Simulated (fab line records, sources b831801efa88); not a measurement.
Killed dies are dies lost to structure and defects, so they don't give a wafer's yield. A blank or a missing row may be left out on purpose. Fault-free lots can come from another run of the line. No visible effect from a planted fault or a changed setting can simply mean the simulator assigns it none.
What tool caused it?	flow gf180mcu	Sampling: 12 lots, 36 wafers, 5 of 602 route steps

== WHAT THE GAUGES READ, wafer by wafer ==
GF_MVPSD_TW_MEAS_11.
lot	measured	on	MVPSD_TW
L826	day 5 01:56	film_metro-02	554 552 555
L827	day 5 06:05	film_metro-02	555 556 553
L829	day 5 21:57	film_metro-04	557 558 562
L834	day 7 02:53	film_metro-04	562 559 560
L836	day 7 15:04	film_metro-04	562 565 566
L837	day 7 21:53	film_metro-03	550 552 554
L839	day 8 08:26	film_metro-04	558 554 553
L840	day 8 14:55	film_metro-03	536 536 536
L842	day 9 00:59	film_metro-03	552 555 552
L843	day 9 07:26	film_metro-04	539 541 543
L846	day 10 02:38	film_metro-03	556 555 556
L847	day 10 08:07	film_metro-04	562 563 566

GF_VT_IMPLANT_RS_MEAS_49: measures by four-point-probe.
lot	measured	on	MVPSD_RS (ohm/sq)
L826	day 7 15:13	film_metro-03	1167.0 1165.3 1166.7
L827	day 7 20:01	film_metro-03	1168.7 1169.7 1173.3
L829	day 8 13:11	film_metro-04	1163.4 1169.5 1165.0
L834	day 9 22:45	film_metro-03	1168.8 1170.3 1175.0
L836	day 10 12:30	film_metro-02	1166.5 1164.2 1164.9
L837	day 10 18:17	film_metro-02	1169.1 1166.8 1171.0
L839	day 11 07:45	film_metro-03	1167.4 1168.1 1170.6
L840	day 11 16:12	film_metro-02	1320.7 1317.3 1319.0
L842	day 12 03:07	film_metro-02	1171.0 1169.8 1172.0
L843	day 12 09:52	film_metro-02	1325.3 1324.6 1321.2
L846	day 13 08:16	film_metro-03	1164.0 1166.1 1167.3
L847	day 13 14:29	film_metro-04	1166.8 1168.4 1167.9

GF_M3_OVL_MEAS_15.
lot	measured	on	M3_OVL (nm)
L826	day 21 12:12	overlay-02	3 -7 8
L827	day 21 19:09	overlay-01	3 6 -2
L829	day 22 19:13	overlay-01	0 2 -3
L834	day 24 15:19	overlay-01	0 4 6
L836	day 25 03:13	overlay-02	-5 -7 -6
L837	day 25 15:58	overlay-01	5 2 11
L839	day 26 03:48	overlay-02	9 3 9
L840	day 26 16:07	overlay-02	14 10 18
L842	day 26 23:52	overlay-01	11 5 8
L843	day 27 06:58	overlay-02	10 6 9
L846	day 28 05:07	overlay-02	2 -5 2
L847	day 28 15:43	overlay-02	-3 0 -3

GF_V3_OVL_MEAS_15.
lot	measured	on	V3_OVL (nm)
L826	day 22 13:13	overlay-02	8 4 11
L827	day 22 19:30	overlay-02	-6 -1 -2
L829	day 23 19:13	overlay-01	0 -2 -5
L834	day 25 16:43	overlay-01	2 8 4
L836	day 26 02:18	overlay-01	-17 -12 -18
L837	day 26 14:02	overlay-02	-1 -4 -2
L839	day 27 02:06	overlay-02	-8 -9 -8
L840	day 27 13:06	overlay-01	-7 -2 -7
L842	day 27 21:15	overlay-01	-17 -8 -10
L843	day 28 04:15	overlay-02	10 -2 1
L846	day 29 01:58	overlay-02	-2 -12 6
L847	day 29 12:12	overlay-02	-6 -3 -6

== WHAT TOOL EACH LOT RAN ON (gives the tool, then ch and the chambers of the sampled wafers, and finally the start) ==
lot	GF_MVPSD_IMPLANT_09
L826	implanter-01 ch 0, day 5 01:41
L827	implanter-04 ch 0, day 5 05:50
L829	implanter-03 ch 0, day 5 21:43
L834	implanter-04 ch 0, day 7 02:40
L836	implanter-01 ch 0, day 7 14:49
L837	implanter-03 ch 0, day 7 21:39
L839	implanter-03 ch 0, day 8 08:11
L840	implanter-03 ch 0, day 8 14:40
L842	implanter-04 ch 0, day 9 00:44
L843	implanter-03 ch 0, day 9 07:12
L846	implanter-01 ch 0, day 10 02:24
L847	implanter-01 ch 0, day 10 07:52
- GF_MVPSD_IMPLANT_09

== WHAT THE TOOLS THEMSELVES READ (means of the sampled wafers that have a number; where no wafer has one, the mark that the record gives instead) ==
GF_MVPSD_IMPLANT_09.
lot	tool	dose_ions_cm2	end_station_pressure_torr (Torr)	faraday_current_uA
L826	implanter-01	5e+12	5.14e-06	28.3
L827	implanter-04	5e+12	5.17e-06	28.1
L829	implanter-03	5e+12	5.12e-06	28.2
L834	implanter-04	5e+12	5.01e-06	27.5
L836	implanter-01	5e+12	4.80e-06	28.7
L837	implanter-03	5e+12	4.72e-06	27.7
L839	implanter-03	5e+12	5.15e-06	28.2
L840	implanter-03	2e+12	5.19e-06	12.5
L842	implanter-04	5e+12	5.41e-06	28.1
L843	implanter-03	2e+12	5.21e-06	12.4
L846	implanter-01	5e+12	4.97e-06	29.1
L847	implanter-01	5e+12	4.87e-06	28.1

== THE ANSWER, worked out from the rows above alone ==
Rule: the usual values come from the lots themselves. The widest of any qualifying gaps counts: lots, ordered by their means at a reading, are off when they make up no more than a third of the lots, leave a main group of 4 or more, and stand apart from it by 3 or more times the standard deviation of that group's means. A main group whose means are all the same, to the digits that the tables above print for the reading, isn't used. Also off: a lot with no number at a reading for which 4 or more lots have one. Where the step has rows for the other lots, those lots are counted as sound. The gauges are gone through in route order, then the tools' own readings, and for those a lot's mean is taken as printed above. At the first step where some lot is off, the reading lying furthest off is the one used; lots without a number count as furthest.
Off: L840, L843, seen at GF_VT_IMPLANT_RS_MEAS_49 (MVPSD_RS). Main group: mean 1168.2 ohm/sq, sd 2.2.
If a tool, at a process step before that reading, ran all the lots that are off and no sound lot after the first of them, it fits. Not tried: the gauges at GF_VT_IMPLANT_RS_MEAS_49; whatever is off there is also off at GF_MVPSD_IMPLANT_09, on other tools, and gauge error can't account for it. One fits: implanter-03 at GF_MVPSD_IMPLANT_09. Its last sound lot is L839 (day 8 08:11), its first lot that is off L840 (day 8 14:40): a fault that began between those two fits.
The tool's own readings at GF_MVPSD_IMPLANT_09 bear it out: on the lots that are off they differ by more than 5 times the standard deviation of the sound lots' means. dose_ions_cm2 reads 2e+12 there against 5e+12 on the sound lots; faraday_current_uA reads 12.4 there against 28.2 on the sound lots.

== WHAT THE SIMULATOR HAD INSERTED ==
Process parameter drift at GF_MVPSD_IMPLANT_09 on implanter-03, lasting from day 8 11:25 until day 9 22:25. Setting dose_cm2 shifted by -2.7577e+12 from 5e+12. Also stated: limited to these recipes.
Shown lots that were struck: L840, L843. The same result came from the rule above.
